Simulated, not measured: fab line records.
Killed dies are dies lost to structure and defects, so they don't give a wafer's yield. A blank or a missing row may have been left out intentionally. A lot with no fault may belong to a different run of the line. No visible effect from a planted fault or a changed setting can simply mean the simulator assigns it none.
fab line records ; flow sky130
[record] lots = 6; wafers = 18; last-day = 50
route steps=708 shown VIA1@467 METAL2@483 PAD_OPEN@708
lots that met no fault: from a run of the same line without faults
start-h: hours from the record's first day to the start of the lot's first wafer shown ; wait-h: hours elapsed since this lot's preceding step ; " the same as in the row above ; L1.1+2: several wafers, shown together as one row ; - no value, or no start given ; * or withheld: withheld ; < > ~ a bound
route shown NAME@n: names a module that has steps shown in the file, with the first one's number in the route ; usual: mean and standard deviation over wafers with no fault ; same: alike in all rows ; chamber/n: place in a boat ; sites: each site's reading ; _std_site: standard deviation across them ; _edge_site: inner sites' mean taken away from outer sites' mean ; radius-mm: how far each site lies from the wafer's centre ; mask NAME#n: copy n ; behind: tool/chamber where the wafer was last shaped ; hold: reason for holding the lot/hours on hold/outcome of the hold ; device: whichever transistor did not switch (one of n, p or np) ; end of line: tests of these same wafers at the route's end ; a step without rows: its recipe alone ; killed: at the first sort, the dies lost to defects and structure; wafer yield is something else ; map: the dies of a wafer, with x for killed, . for not killed, _ for no die there
set.NAME: the run value of the setting; set.NAME@STEP: its run value at that earlier step ; model.NAME: the simulator's own value behind a step, which no gauge read
certain route steps with their lots: each step a table, each wafer a row
services: the hour from which a tool's chamber was out of use, counted from the record's first day as start-h (under 0 if before that day), plus the number of hours and why
[[steps]]
[step SKY_VIA1_EXPOSE_09]
[recipe] mask-id = VIM; na = 0.8; source-shape = annular; sigma-inner = 0.55; sigma-outer = 0.85; target-cd-nm = 150; dose-mj = 38
[step SKY_VIA1_PEB_10]
[recipe] peb-temp-c = withheld; peb-time-s = withheld; resist = KrF-thick
[step SKY_VIA1_DEVELOP_11]
[recipe] develop-time-s = 60; resist = KrF-thick; dev-temp-c = 21
[step SKY_VIA1_CD_MEAS_12]
[recipe] target-cd-nm = 150
[usual] cd-nm = 149.2/1.9
lot.wafer;tool;chamber;start-h;wait-h;cd-nm
L150.1;cd-sem-01;-;817.05;-;153.2
L150.3;cd-sem-01;-;817.05;-;151.7
L150.6;cd-sem-01;-;817.05;-;151.9
L155.1;cd-sem-01;-;868.38;-;152.8
L155.3;cd-sem-01;-;868.38;-;149.7
L155.6;cd-sem-01;-;868.38;-;150.0
L160.1;cd-sem-01;-;891.50;-;146.8
L160.4;cd-sem-01;-;891.50;-;147.8
L160.6;cd-sem-01;-;891.50;-;147.5
L162.2;cd-sem-01;-;905.57;-;151.5
L162.3;cd-sem-01;-;905.57;-;151.4
L162.5;cd-sem-01;-;905.57;-;152.7
L164.1;cd-sem-02;-;916.80;-;146.5
L164.2;cd-sem-02;-;916.80;-;146.5
L164.5;cd-sem-02;-;916.80;-;144.5
L171.1;cd-sem-02;-;962.55;-;148.6
L171.5;cd-sem-02;-;962.55;-;146.7
L171.6;cd-sem-02;-;962.55;-;147.8
[step SKY_VIA1_OVL_MEAS_13]
[usual] VIA1_OVL = -1/6.2
lot.wafer;tool;chamber;start-h;wait-h;VIA1_OVL[nm]
L150.1;overlay-02;-;817.17;0.1;3
L150.3;overlay-02;-;817.17;0.1;-4
L150.6;overlay-02;-;817.17;0.1;3
L155.1;overlay-02;-;868.50;0.1;-4
L155.3;overlay-02;-;868.50;0.1;-2
L155.6;overlay-02;-;868.50;0.1;2
L160.1;overlay-01;-;891.62;0.1;5
L160.4;overlay-01;-;891.62;0.1;0
L160.6;overlay-01;-;891.62;0.1;5
L162.2;overlay-01;-;905.68;0.1;2
L162.3;overlay-01;-;905.68;0.1;9
L162.5;overlay-01;-;905.68;0.1;1
L164.1;overlay-02;-;916.92;0.1;-2
L164.2;overlay-02;-;916.92;0.1;3
L164.5;overlay-02;-;916.92;0.1;-2
L171.1;overlay-01;-;962.67;0.1;-2
L171.5;overlay-01;-;962.67;0.1;3
L171.6;overlay-01;-;962.67;0.1;0
[step SKY_VIA1_ETCH_14]
[recipe] chemistry = N2/H2; target = BARC; ion-energy-ev = 200; source-w = 500; bias-w = 100; pressure-mtorr = 30; n2-flow-sccm = 100; h2-flow-sccm = 200; stop-on = SiO2; time-s = 45.9; target-depth-a = 600
[usual] drypump-motor-current-A = 5.6/0.34; oes-product-au = 0.854/0.0044; throttle-valve-pct = 13.225/0.0085
lot.wafer;tool;chamber;start-h;wait-h;drypump-motor-current-A;oes-product-au;rf-hours-counter-h;throttle-valve-pct
L150.1;rie-diel-01;3;817.20;0.0;5.5;0.855;2;13.216
L150.3;rie-diel-01;2;817.20;0.0;5.5;0.858;8;13.224
L150.6;rie-diel-01;0;817.20;0.0;5.2;0.858;-;13.221
L155.1;rie-diel-02;3;868.53;0.0;6.2;0.855;7;13.224
L155.3;rie-diel-02;2;868.53;0.0;5.7;0.850;13;13.223
L155.6;rie-diel-02;1;868.53;0.0;5.3;0.848;-;13.233
L160.1;rie-diel-01;3;891.66;0.0;5.5;0.857;4;13.222
L160.4;rie-diel-01;1;891.66;0.0;5.8;0.850;2;13.241
L160.6;rie-diel-01;0;891.66;0.0;5.2;0.852;-;13.214
L162.2;rie-diel-02;0;905.71;0.0;5.4;0.844;10;13.221
L162.3;rie-diel-02;3;905.71;0.0;6.2;0.851;8;13.237
L162.5;rie-diel-02;3;905.71;0.0;6.2;0.851;-;13.227
L164.1;rie-diel-01;2;916.96;0.0;5.5;0.853;12;13.226
L164.2;rie-diel-01;0;916.96;0.0;5.2;0.853;22;13.212
L164.5;rie-diel-01;3;916.96;0.0;5.5;0.855;-;13.225
L171.1;rie-diel-01;2;962.71;0.0;5.5;0.858;13;13.201
L171.5;rie-diel-01;0;962.71;0.0;5.2;0.849;-;13.225
L171.6;rie-diel-01;3;962.71;0.0;5.5;0.861;-;13.216
[step SKY_VIA1_ETCH_15]
[recipe] target = SiO2; chemistry = C4F8/O2/Ar; target-depth-nm = 351; stop-on = TiN; mask-material = KrF-thick; source-w = 1500; bias-w = 1200; pressure-mtorr = 40; c4f8-flow-sccm = withheld; O2_flow_sccm = 6; Ar_flow_sccm = 300; time-s = 54
[usual] oes-product-au = 0.982/0.0058
lot.wafer;tool;chamber;start-h;wait-h;oes-product-au;rf-hours-counter-h
L150.1;rie-diel-01;3;817.25;0.0;0.984;2
L150.3;rie-diel-01;2;817.25;0.0;0.978;8
L150.6;rie-diel-01;0;817.25;0.0;0.978;-
L155.1;rie-diel-02;3;868.58;0.0;0.989;7
L155.3;rie-diel-02;2;868.58;0.0;0.982;13
L155.6;rie-diel-02;1;868.58;0.0;0.985;-
L160.1;rie-diel-01;3;891.70;0.0;0.983;4
L160.4;rie-diel-01;1;891.70;0.0;0.985;2
L160.6;rie-diel-01;0;891.70;0.0;0.975;-
L162.2;rie-diel-02;0;905.75;0.0;0.987;10
L162.3;rie-diel-02;3;905.75;0.0;0.978;8
L162.5;rie-diel-02;3;905.75;0.0;0.981;-
L164.1;rie-diel-01;2;917.00;0.0;0.982;12
L164.2;rie-diel-01;0;917.00;0.0;0.975;22
L164.5;rie-diel-01;3;917.00;0.0;0.990;-
L171.1;rie-diel-01;2;962.75;0.0;0.977;13
L171.5;rie-diel-01;0;962.75;0.0;0.972;-
L171.6;rie-diel-01;3;962.75;0.0;0.978;-
[step SKY_VIA1_STRIP_16]
[recipe] chemistry = O2/N2; power-w = 1400; pressure-mtorr = 1500; platen-temp-c = withheld; o2-flow-sccm = 3000; n2-flow-sccm = 300; overash-fraction = 0.5
[usual] drypump-motor-current-A = 5.5/0.41; oes-product-au = 0.416/0.0047; strip-time-to-endpoint-s = 4.459/0.026
lot.wafer;tool;chamber;start-h;wait-h;drypump-motor-current-A;oes-product-au;rf-hours-counter-h;strip-time-to-endpoint-s
L150.1;plasma-asher-01;1;817.29;0.0;5.0;0.415;37;4.472
L150.3;plasma-asher-01;0;817.29;0.0;6.1;0.418;-;4.475
L150.6;plasma-asher-01;1;817.29;0.0;5.0;0.423;-;4.497
L155.1;plasma-asher-01;0;868.62;0.0;6.1;0.418;42;4.437
L155.3;plasma-asher-01;1;868.62;0.0;5.0;0.413;-;4.466
L155.6;plasma-asher-01;1;868.62;0.0;5.0;0.409;-;4.436
L160.1;plasma-asher-04;1;891.74;0.0;5.8;0.414;110;4.503
L160.4;plasma-asher-04;0;891.74;0.0;5.1;0.409;-;4.487
L160.6;plasma-asher-04;1;891.74;0.0;5.8;0.420;-;4.509
L162.2;plasma-asher-02;0;905.79;0.0;5.1;0.407;15;4.451
L162.3;plasma-asher-02;0;905.79;0.0;5.1;0.408;-;4.470
L162.5;plasma-asher-02;0;905.79;0.0;5.1;0.412;-;4.446
L164.1;plasma-asher-02;0;917.04;0.0;5.0;0.420;16;4.435
L164.2;plasma-asher-02;1;917.04;0.0;5.7;0.421;16;4.470
L164.5;plasma-asher-02;0;917.04;0.0;5.0;0.422;-;4.481
L171.1;plasma-asher-04;0;962.79;0.0;5.1;0.420;118;4.482
L171.5;plasma-asher-04;0;962.79;0.0;5.1;0.417;-;4.512
L171.6;plasma-asher-04;1;962.79;0.0;5.9;0.417;-;4.482
[step SKY_VIA1_STRIP_17]
[recipe] chemistry = post-etch-residue-remover; time-s = 1200; temp-c = 72.5
[step SKY_VIA1_CLEAN_18]
[recipe] chemistry = IPA; time-s = 180; temp-c = 25
[step SKY_VIA1_CLEAN_19]
[recipe] chemistry = O3/DIW; dry = n2-spin
[step SKY_VIA1_SPUTTER_20]
[recipe] material = TiN; target-thk-nm = 20; chamber-pressure-pa = 5; power-w = 4000; time-s = 80
[usual] throttle-valve-pct = 29.7/1
lot.wafer;tool;chamber;start-h;wait-h;throttle-valve-pct
L150.1;pvd-sputter-04;-;817.88;0.0;30.0
L150.3;pvd-sputter-04;-;817.88;0.0;27.8
L150.6;pvd-sputter-04;-;817.88;0.0;30.1
L155.1;pvd-sputter-01;-;869.21;0.0;29.9
L155.3;pvd-sputter-01;-;869.21;0.0;31.4
L155.6;pvd-sputter-01;-;869.21;0.0;31.5
L160.1;pvd-sputter-02;-;892.34;0.0;28.5
L160.4;pvd-sputter-02;-;892.34;0.0;30.3
L160.6;pvd-sputter-02;-;892.34;0.0;28.9
L162.2;pvd-sputter-04;-;906.39;0.0;27.9
L162.3;pvd-sputter-04;-;906.39;0.0;31.1
L162.5;pvd-sputter-04;-;906.39;0.0;28.6
L164.1;pvd-sputter-02;-;917.68;0.0;29.2
L164.2;pvd-sputter-02;-;917.68;0.0;28.8
L164.5;pvd-sputter-02;-;917.68;0.0;29.2
L171.1;pvd-sputter-01;-;963.39;0.0;29.7
L171.5;pvd-sputter-01;-;963.39;0.0;29.6
L171.6;pvd-sputter-01;-;963.39;0.0;30.5
[step SKY_VIA1_CVD_21]
[recipe] material = W; target-thk-nm = 270; time-s = 80.902; temp-c = 400; pressure-torr = 40
[usual] heater-power-w = 787/59
lot.wafer;tool;chamber;start-h;wait-h;heater-power-w;model.W_of_VIA1_CVD_21.thk-nm
L150.1;cvd-w-01;0;817.95;0.0;755;274.9
L150.3;cvd-w-01;0;817.95;0.0;760;274.5
L150.6;cvd-w-01;1;817.95;0.0;868;271.7
L155.1;cvd-w-02;1;869.27;0.0;736;269.1
L155.3;cvd-w-02;1;869.27;0.0;715;268
L155.6;cvd-w-02;0;869.27;0.0;830;266.8
L160.1;cvd-w-01;1;892.40;0.0;850;269.6
L160.4;cvd-w-01;1;892.40;0.0;859;268.4
L160.6;cvd-w-01;0;892.40;0.0;741;269.6
L162.2;cvd-w-01;0;906.45;0.0;730;272.4
L162.3;cvd-w-01;1;906.45;0.0;852;194.7
L162.5;cvd-w-01;0;906.45;0.0;744;198.1
L164.1;cvd-w-01;1;917.74;0.0;863;268.2
L164.2;cvd-w-01;0;917.74;0.0;757;271.7
L164.5;cvd-w-01;0;917.74;0.0;745;197.3
L171.1;cvd-w-02;1;963.45;0.0;688;273
L171.5;cvd-w-02;1;963.45;0.0;712;271.5
L171.6;cvd-w-02;0;963.45;0.0;794;267.3
[step SKY_VIA1_RS_MEAS_22]
[recipe] thk-meas-gauge = four-point-probe; reads = W_of_VIA1_CVD_21+TiN_of_VIA1_SPUTTER_20
[usual] VIA1_W_RS = 0.427/0.0041
lot.wafer;tool;chamber;start-h;wait-h;VIA1_W_RS[ohm/sq]
L150.1;film-metro-01;-;818.04;0.1;0.419
L150.3;film-metro-01;-;818.04;0.1;0.419
L150.6;film-metro-01;-;818.04;0.1;0.424
L155.1;film-metro-02;-;869.37;0.1;0.428
L155.3;film-metro-02;-;869.37;0.1;0.429
L155.6;film-metro-02;-;869.37;0.1;0.431
L160.1;film-metro-01;-;892.49;0.1;0.428
L160.4;film-metro-01;-;892.49;0.1;0.430
L160.6;film-metro-01;-;892.49;0.1;0.429
L162.2;film-metro-01;-;906.56;0.1;0.424
L162.3;film-metro-01;-;906.56;0.1;0.596
L162.5;film-metro-01;-;906.56;0.1;0.585
L164.1;film-metro-03;-;917.83;0.1;0.428
L164.2;film-metro-03;-;917.83;0.1;0.424
L164.5;film-metro-03;-;917.83;0.1;0.585
L171.1;film-metro-01;-;963.54;0.1;0.423
L171.5;film-metro-01;-;963.54;0.1;0.425
L171.6;film-metro-01;-;963.54;0.1;0.431
[step SKY_VIA1_THK_MEAS_23]
[recipe] thk-meas-gauge = xrf; reads = W_of_VIA1_CVD_21
[usual] VIA1_W_THK = 272/4.3
lot.wafer;tool;chamber;start-h;wait-h;VIA1_W_THK[nm]
L150.1;film-metro-01;-;818.16;0.1;281
L150.3;film-metro-01;-;818.16;0.1;280
L150.6;film-metro-01;-;818.16;0.1;280
L155.1;film-metro-02;-;869.49;0.1;268
L155.3;film-metro-02;-;869.49;0.1;267
L155.6;film-metro-02;-;869.49;0.1;265
L160.1;film-metro-01;-;892.61;0.1;275
L160.4;film-metro-01;-;892.61;0.1;275
L160.6;film-metro-01;-;892.61;0.1;276
L162.2;film-metro-01;-;906.67;0.1;279
L162.3;film-metro-01;-;906.67;0.1;199
L162.5;film-metro-01;-;906.67;0.1;202
L164.1;film-metro-03;-;917.95;0.1;268
L164.2;film-metro-03;-;917.95;0.1;270
L164.5;film-metro-03;-;917.95;0.1;197
L171.1;film-metro-01;-;963.66;0.1;279
L171.5;film-metro-01;-;963.66;0.1;277
L171.6;film-metro-01;-;963.66;0.1;274
[step SKY_VIA1_CMP_24]
[recipe] stop-on = SiO2; t-overpolish-s = 15; down-force-psi = 3.5; platen-rpm = 60; target-thk-nm = 0; pad-velocity-m-s = 0.94248
[usual] motor-current-A = 10.5/1; time-to-endpoint-s = 65/3.2
lot.wafer;tool;chamber;start-h;wait-h;motor-current-A;time-to-endpoint-s
L150.1;cmp-02;3;818.22;0.1;9.8;67
L150.3;cmp-02;0;818.22;0.1;11.6;67
L150.6;cmp-02;3;818.22;0.1;9.9;64
L155.3;cmp-02;1;869.55;0.0;11.1;61
L155.1;cmp-02;0;869.55;0.0;11.3;65
L155.6;cmp-02;2;869.55;0.0;8.5;58
L160.1;cmp-01;1;892.77;0.1;11.1;64
L160.4;cmp-01;2;892.77;0.1;9.2;68
L160.6;cmp-01;3;892.77;0.1;10.1;61
L162.2;cmp-02;0;906.72;0.0;11.7;68
L162.3;cmp-02;3;906.72;0.0;9.6;48
L162.5;cmp-02;1;906.72;0.0;10.8;50
L164.1;cmp-01;1;918.01;0.1;10.9;64
L164.2;cmp-01;3;918.01;0.1;10.4;62
L164.5;cmp-01;2;918.01;0.1;9.5;48
L171.1;cmp-01;1;963.77;0.1;11.7;64
L171.6;cmp-01;0;963.77;0.1;11.9;70
L171.5;cmp-01;1;963.77;0.1;11.1;66
[step SKY_METAL2_SPUTTER_00]
[recipe] material = Ti; target-thk-nm = 15; power-w = 3000; time-s = 10; chamber-pressure-pa = 0.4
[usual] throttle-valve-pct = 29.3/0.87
lot.wafer;tool;chamber;start-h;wait-h;throttle-valve-pct
L150.1;pvd-sputter-02;-;818.52;0.2;30.2
L150.3;pvd-sputter-02;-;818.52;0.2;28.4
L150.6;pvd-sputter-02;-;818.52;0.2;28.5
L155.1;pvd-sputter-04;-;869.85;0.1;27.6
L155.3;pvd-sputter-04;-;869.85;0.1;31.1
L155.6;pvd-sputter-04;-;869.85;0.1;27.8
L160.1;pvd-sputter-04;-;892.97;0.1;27.5
L160.4;pvd-sputter-04;-;892.97;0.1;30.9
L160.6;pvd-sputter-04;-;892.97;0.1;30.0
L162.2;pvd-sputter-04;-;907.02;0.2;30.2
L162.3;pvd-sputter-04;-;907.02;0.2;27.9
L162.5;pvd-sputter-04;-;907.02;0.2;31.0
L164.1;pvd-sputter-02;-;918.36;0.3;29.2
L164.2;pvd-sputter-02;-;918.36;0.3;30.3
L164.5;pvd-sputter-02;-;918.36;0.3;30.2
L171.1;pvd-sputter-04;-;964.02;0.2;27.5
L171.5;pvd-sputter-04;-;964.02;0.2;28.8
L171.6;pvd-sputter-04;-;964.02;0.2;31.1
[step SKY_PAD_OPEN_PROBE_99]
[usual] defect-limited-yield = 82.6/1.8; killed_at_M0_to_M3 = 43/6.6; killed_at_M4_up = 2.9/1.6; killed-at-contacts = 24/4.9; killed-at-front-end = 15/4.5; killed-at-other = 0.2/0.45; killed-dies = 86/8.8; killed-open = 48/6.4; killed-short = 38/5.6; sort_bin_3_pad_short = 0.8/0.38; sort_bin_5_function = 10.2/1.4; sort_bin_6_memory = 6.4/1.1; sort-n-pass = 406/8.8; sort-yield-pct = 82.6/1.8
[same] gross-dies = 492; killed-at-back-side = 0; sort_bin_4_leakage[%] = 0; sort_bin_8_speed[%] = 0
lot.wafer;tool;chamber;start-h;wait-h;defect-limited-yield[%];killed_at_M0_to_M3;killed_at_M4_up;killed-at-contacts;killed-at-front-end;killed-at-other;killed-dies;killed-open;killed-short;sort_bin_3_pad_short[%];sort_bin_5_function[%];sort_bin_6_memory[%];sort-n-pass;sort-yield-pct[%]
L155.1;prober-01;-;1136.93;0.1;79.3;49;2;33;18;0;102;51;51;1.6;10.8;8.3;390;79.3
L155.3;prober-01;-;1137.03;0.2;81.5;39;2;34;15;1;91;59;32;0.6;11.0;6.9;401;81.5
L155.6;prober-01;-;1137.18;0.2;81.1;53;3;26;11;0;93;45;48;1.4;12.0;5.5;399;81.1
L162.2;prober-02;-;1162.83;0.1;83.3;42;2;18;19;1;82;52;30;0.2;10.4;6.1;410;83.3
L162.3;prober-02;-;1162.88;0.2;80.5;48;5;30;12;1;96;54;42;0.8;10.0;8.7;396;80.5
L162.5;prober-02;-;1162.98;0.2;82.1;43;0;26;18;1;88;51;37;1.0;11.6;5.3;404;82.1
// killed by level:class
L155.1 CONTACT:geometric-particle:open=14 VIA3:geometric-particle:open=10 FIELD_ISO:geometric-particle:short=8 METAL1:geometric-particle:short=8 LI_CONTACT:geometric-particle:open=7 VIA1:geometric-particle:open=7 VIA2:geometric-particle:open=5 CONTACT:geometric-particle:short=5
L155.3 LI_CONTACT:geometric-particle:open=12 VIA1:geometric-particle:open=12 CONTACT:geometric-particle:open=9 VIA3:geometric-particle:open=9 FIELD_ISO:geometric-particle:open=6 CONTACT:geometric-particle:short=6 FIELD_ISO:geometric-particle:short=5 LI_CONTACT:geometric-particle:short=4
L155.6 VIA1:geometric-particle:open=11 VIA3:geometric-particle:open=8 METAL3:geometric-particle:short=7 LI_CONTACT:geometric-particle:open=7 METAL1:geometric-particle:short=7 CONTACT:geometric-particle:open=7 CONTACT:geometric-particle:short=5 FIELD_ISO:geometric-particle:short=4
L162.2 VIA1:geometric-particle:open=14 FIELD_ISO:geometric-particle:open=7 VIA2:geometric-particle:open=6 CONTACT:geometric-particle:open=6 FIELD_ISO:geometric-particle:short=5 LI_CONTACT:geometric-particle:open=5 CONTACT:geometric-particle:short=5 VIA3:geometric-particle:short=5
L162.3 CONTACT:geometric-particle:open=14 VIA2:geometric-particle:open=10 VIA1:geometric-particle:open=8 VIA3:geometric-particle:short=7 LI_CONTACT:geometric-particle:open=6 FIELD_ISO:geometric-particle:short=5 CONTACT:geometric-particle:short=5 METAL2:geometric-particle:short=5
L162.5 VIA2:geometric-particle:open=14 CONTACT:geometric-particle:open=13 CONTACT:geometric-particle:short=8 FIELD_ISO:geometric-particle:short=6 VIA1:geometric-particle:open=6 VIA2:geometric-particle:short=5 VIA3:geometric-particle:open=5 METAL1:geometric-particle:short=4
[[services]]
tool;chamber;start-h;hours;kind
rie-diel-02;-;795.79;0.6;repair
rie-diel-01;1;802.91;-;clean
rie-diel-01;1;802.91;14.5;scheduled-down
cmp-02;-;805.09;4.1;repair
cmp-02;-;811.65;0.3;repair
rie-diel-02;-;815.16;4.3;pm
cmp-02;-;820.57;6.8;repair
pvd-sputter-01;-;832.34;1.9;repair
cvd-w-02;1;834.11;2.7;repair
cmp-02;-;834.81;2.2;repair
plasma-asher-02;-;844.87;4.4;repair
rie-diel-01;3;849.70;8.1;repair
cvd-w-02;-;884.86;0.3;repair
cvd-w-02;0;887.51;11.7;repair
cvd-w-02;-;904.00;14.0;pm
plasma-asher-02;-;907.51;1.2;repair
cmp-02;-;912.13;4.0;pm
pvd-sputter-04;-;914.20;7.8;repair
cmp-02;-;916.07;0.6;repair
pvd-sputter-01;-;916.24;2.6;repair
rie-diel-01;-;919.86;0.4;repair
plasma-asher-02;-;923.91;30.0;repair
plasma-asher-01;-;940.01;4.2;repair
rie-diel-02;2;946.10;2.4;repair
[[key]]
[first-sign] step = SKY_VIA1_RS_MEAS_22; reading = VIA1_W_RS; direction = up; sigmas = 40; usual = 0.427; struck = 0.589
[effect] step = SKY_VIA1_THK_MEAS_23; reading = VIA1_W_THK; direction = down; sigmas = 17; usual = 272; struck = 199
[effect] step = SKY_VIA1_CMP_24; reading = time-to-endpoint-s; direction = down; sigmas = 5.2; usual = *; struck = *
[model-effect] step = SKY_VIA1_CVD_21; value = W_of_VIA1_CVD_21.thk-nm; without = 271.5; struck = 196.7
met-at SKY_VIA1_CVD_21
struck-wafers L162.3,L162.5,L164.5
onset-between 892.40 906.45
[fault] kind = process-parameter-drift; tool = cvd-w-01; chamber = -; onset-h = 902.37; steps = SKY_VIA1_CVD_21; channel = target-thk-nm; offset = -74.733; shape = step; end-h = 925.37; scope = struck-wafers-only; acts-in = these-recipes-only; stated = 270
